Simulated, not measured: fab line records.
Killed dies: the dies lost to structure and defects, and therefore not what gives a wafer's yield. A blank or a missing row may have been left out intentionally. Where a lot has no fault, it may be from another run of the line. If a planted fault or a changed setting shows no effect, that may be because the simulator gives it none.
The tool behind it: which one? -- flow gf180mcu -- Sampling: 12 lots, 36 wafers, 3 of 602 route steps

== WHAT THE GAUGES READ, wafer by wafer ==
GF_V2_THK_MEAS_01.
lot,measured,on,V2_CVD_00_THK (nm)
L075,day 19 14:29,film_metro-03,601 598 600
L077,day 20 11:22,film_metro-02,592 594 585
L079,day 21 10:05,film_metro-04,594 592 586
L081,day 22 03:55,film_metro-03,598 595 599
L083,day 22 18:26,film_metro-02,597 598 592
L085,day 23 11:38,film_metro-02,594 585 596
L087,day 24 03:50,film_metro-02,595 597 597
L089,day 24 21:05,film_metro-03,593 600 597
L091,day 25 08:42,film_metro-02,592 596 601
L093,day 26 00:28,film_metro-02,606 599 596
L095,day 26 14:53,film_metro-02,605 608 614
L097,day 27 03:38,film_metro-02,592 590 590

== EACH LOT AND THE TOOL THAT RAN IT (in order: tool; ch and the chambers of the sampled wafers; start) ==
lot,GF_SALICIDE_SPUTTER_03,GF_M1_SPUTTER_01
L075,"pvd_sputter-04, day 15 11:37","pvd_sputter-01, day 16 11:55"
L077,"pvd_sputter-04, day 16 06:38","pvd_sputter-02, day 17 07:37"
L079,"pvd_sputter-04, day 17 02:56","pvd_sputter-04, day 18 04:04"
L081,"pvd_sputter-04, day 17 19:40","pvd_sputter-02, day 18 22:31"
L083,"pvd_sputter-04, day 18 10:49","pvd_sputter-01, day 19 13:37"
L085,"pvd_sputter-03, day 19 05:09","pvd_sputter-01, day 20 08:43"
L087,"pvd_sputter-02, day 19 22:40","pvd_sputter-02, day 21 01:38"
L089,"pvd_sputter-04, day 20 17:35","pvd_sputter-02, day 21 20:10"
L091,"pvd_sputter-03, day 21 06:34","pvd_sputter-01, day 22 08:52"
L093,"pvd_sputter-02, day 21 23:55","pvd_sputter-02, day 23 01:38"
L095,"pvd_sputter-02, day 22 15:42","pvd_sputter-02, day 23 17:16"
L097,"pvd_sputter-04, day 23 07:17","pvd_sputter-04, day 24 08:46"
- GF_SALICIDE_SPUTTER_03: material TiN, target thk 20 nm, time 16.7 s.
- GF_M1_SPUTTER_01: material TiN, target thk 30 nm, time 25 s.

== THE ANSWER, worked out from the rows above alone ==
Rule: usual is defined by the lots themselves. Put in order of their means at a reading, lots are off if they are a third of the lots or fewer, leave a main group of 4 or more, and stand apart from it by a gap of 3 or more times the standard deviation of the main group's means; of several such gaps the widest counts. Not used: any main group whose means are identical at the precision the tables above print for the reading. Also off: a lot with no number at a reading for which 4 or more lots have one. All remaining lots with rows at the step are treated as sound.
None of the lots is off at any reading shown; this tells nothing.

== WHAT THE SIMULATOR HAD PUT IN ==
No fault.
